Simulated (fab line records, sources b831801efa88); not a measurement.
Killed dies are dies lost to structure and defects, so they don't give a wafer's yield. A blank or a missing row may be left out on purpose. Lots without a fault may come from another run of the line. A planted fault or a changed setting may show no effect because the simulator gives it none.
A struck lot beside a sound one | flow sky130 | 15 steps out of a route of 708
Sound: wafers L965.4, L965.5, L965.6. Struck: wafers L975.1, L975.3, L975.5. The cause comes at the end.
At each step with rows: each side's tool, then ch and its chambers, then its first start. Under that, the readings that differ: sound wafers | struck wafers | difference of the means | sigmas: that difference in standard deviations of wafers without a fault.
alike: readings whose means differ by less than 2 such deviations, and words and numbers that are the same on both sides. not compared: withheld readings, readings that some wafer has no value for, bounds like >300 that may hide the same value, and numbers for which the record gives no deviation and whose values overlap.
The two part at a step that has a row with sigmas, a row that says differs or no value, or rows on one side only. Numbers that don't overlap but have no deviation are shown without sigmas and don't part them. A reading that every wafer of one side lacks parts them only if that side has two wafers or more.

SKY_VT_ADJUST_LVTN_OVL_MEAS_07:
  sound on overlay-01, day 8 01:50; struck on overlay-02, day 10 17:58
  alike: VT_ADJUST_LVTN_OVL
then, 1 step without rows for these wafers: SKY_VT_ADJUST_LVTN_IMPLANT_08.
SKY_VT_ADJUST_LVTN_STRIP_09: strips in O2/N2.
  sound on plasma_asher-01 ch 0,1, day 8 02:02; struck on plasma_asher-02 ch 0,1, day 10 18:10
  alike: drypump_motor_current_A, n2_flow_sccm, oes_product_au, strip_time_to_endpoint_s
  not compared: rf_hours_counter_h
SKY_VT_ADJUST_LVTN_TW_MEAS_10:
  sound on film_metro-01, day 8 02:08; struck on film_metro-02, day 10 18:16
  alike: VT_ADJUST_LVTN_TW
then, 7 steps without rows for these wafers: SKY_VT_ADJUST_LVTN_DEHYDRATE_11 (time 60 s); SKY_VT_ADJUST_LVTN_HMDS_12 (prime time 60 s); SKY_VT_ADJUST_LVTN_COAT_13 (resist thk 1140 nm); SKY_VT_ADJUST_LVTN_SOFTBAKE_14 (time 60 s); SKY_VT_ADJUST_LVTN_EXPOSE_15 (exposes mask HVN STD DERIVED, target cd 600 nm); SKY_VT_ADJUST_LVTN_PEB_16; SKY_VT_ADJUST_LVTN_DEVELOP_17 (develop time 60 s).
SKY_VT_ADJUST_LVTN_OVL_MEAS_18:
  sound on overlay-02, day 8 22:33; struck on overlay-01, day 11 17:46
  alike: VT_ADJUST_LVTN_01_OVL
SKY_VT_ADJUST_LVTN_IMPLANT_19:
  sound on implanter-02 ch 0, day 8 22:39; struck on implanter-02 ch 0, day 11 17:49
  reading                   | sound                | struck               | difference | sigmas
  beam_energy_keV           | 29.990 29.971 30.003 | 30.673 30.654 30.680 | +0.681     | +68
  model.implant.drp_nm (nm) | 42.97 42.97 42.97    | 43.68 43.68 43.68    | +0.71      |
SKY_VT_ADJUST_LVTN_STRIP_20: strips in O2/N2.
  sound on plasma_asher-04 ch 0,1, day 8 22:45; struck on plasma_asher-04 ch 0,1, day 11 17:58
  reading             | sound             | struck            | difference | sigmas
  n2_flow_sccm (sccm) | 302.5 301.8 300.2 | 299.0 299.9 300.3 | -1.8       | -2
  alike: drypump_motor_current_A, oes_product_au, strip_time_to_endpoint_s
  not compared: rf_hours_counter_h
SKY_PAD_OPEN_PROBE_99:
  the record has rows for the sound wafers here (prober-01, day 47 03:17) and none for the struck ones

WHERE THEY PART
First at SKY_VT_ADJUST_LVTN_IMPLANT_19; last, within this record, at SKY_PAD_OPEN_PROBE_99.

WHY: what the simulator had put in
Process parameter drift: implanter-02, from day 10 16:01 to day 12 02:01, at SKY_VT_ADJUST_LVTN_IMPLANT_19. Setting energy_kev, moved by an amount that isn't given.
